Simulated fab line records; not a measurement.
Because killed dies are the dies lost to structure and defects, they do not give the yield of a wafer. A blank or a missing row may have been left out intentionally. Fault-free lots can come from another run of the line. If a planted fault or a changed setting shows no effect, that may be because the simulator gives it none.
2 desks, one fault || flow gf180mcu || what lay behind the numbers comes last; until then each desk has only its own

THE METROLOGY DESK
What the gauges read for every lot (on any tool): the sampled wafers with a number, averaged. If a lot's mean is further than 4 standard deviations from the usual mean, the lot is out of limits and carries the mark OUT (the distance appears in the brackets).
Columns: A = STI_OXIDATION_02_THK at GF_STI_THK_MEAS_30, usual 9.92 nm; B = VT_IMPLANT_4_TW at GF_VT_IMPLANT_TW_MEAS_43, usual 686.6
{"lot": "L306", "first seen here": "day 2 07:18", "A": 10.01, "B": 684.3}
{"lot": "L307", "first seen here": "day 2 21:02", "A": 10.04, "B": 686.7}
{"lot": "L308", "first seen here": "day 3 01:26", "A": 10.19, "B": 684.3}
{"lot": "L309", "first seen here": "day 3 01:26", "A": 9.70, "B": 687.3}
{"lot": "L311", "first seen here": "day 3 11:05", "A": 10.05, "B": 682.0}
{"lot": "L316", "first seen here": "day 4 10:13", "A": "15.53 (+30) OUT", "B": 686.6}
{"lot": "L318", "first seen here": "day 4 23:04", "A": "15.23 (+28) OUT", "B": 686.5}
{"lot": "L320", "first seen here": "day 5 11:13", "A": 9.98, "B": 689.4}
{"lot": "L321", "first seen here": "day 5 14:02", "A": 10.01, "B": 687.4}
{"lot": "L325", "first seen here": "day 6 12:32", "A": 10.17, "B": 688.5}
{"lot": "L329", "first seen here": "day 7 03:21", "A": 9.96, "B": 685.9}
Per this desk, out of limits: L316, L318; the first was L316, day 4 10:13 (STI_OXIDATION_02_THK at GF_STI_THK_MEAS_30). Within limits: L306, L307, L308, L309, L311, L320, L321, L325, L329.

THE TOOL OWNER'S DESK: furnace-01
The tool's own readings at GF_STI_OXIDATION_29 (stabilise 600 s, purge 300 s, target thk 10 nm): means of the sampled wafers that have a number, for each lot that ran on this tool. If a lot's mean is further than 4 standard deviations from the usual mean, the lot is out of limits and carries the mark OUT (the distance appears in the brackets).
Columns: A = spikeTcLowerC at GF_STI_OXIDATION_29, usual 901.3 C
{"lot": "L306", "first seen here": "day 2 05:53", "A": 903.4}
{"lot": "L307", "first seen here": "day 2 19:37", "A": 903.5}
{"lot": "L316", "first seen here": "day 4 08:48", "A": 903.0}
{"lot": "L318", "first seen here": "day 4 21:40", "A": 903.1}
This desk's finding: nothing out of limits on any of the 4 lots.

BROUGHT TOGETHER
At day 4 10:13 the metrology desk could have sounded an alarm, on L316, L318.
The desk of the tool owner found nothing out of limits.
The tool owner's desk has L316, L318 on record, within its limits.
On furnace-01, each named lot ran GF_STI_OXIDATION_29.

WHAT THE SIMULATOR PUT IN
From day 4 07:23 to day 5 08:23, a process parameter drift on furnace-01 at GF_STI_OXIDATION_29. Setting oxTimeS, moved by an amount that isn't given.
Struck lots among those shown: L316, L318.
Delay in hours, fault start to first out-of-limits reading, per desk: metrology desk 3.
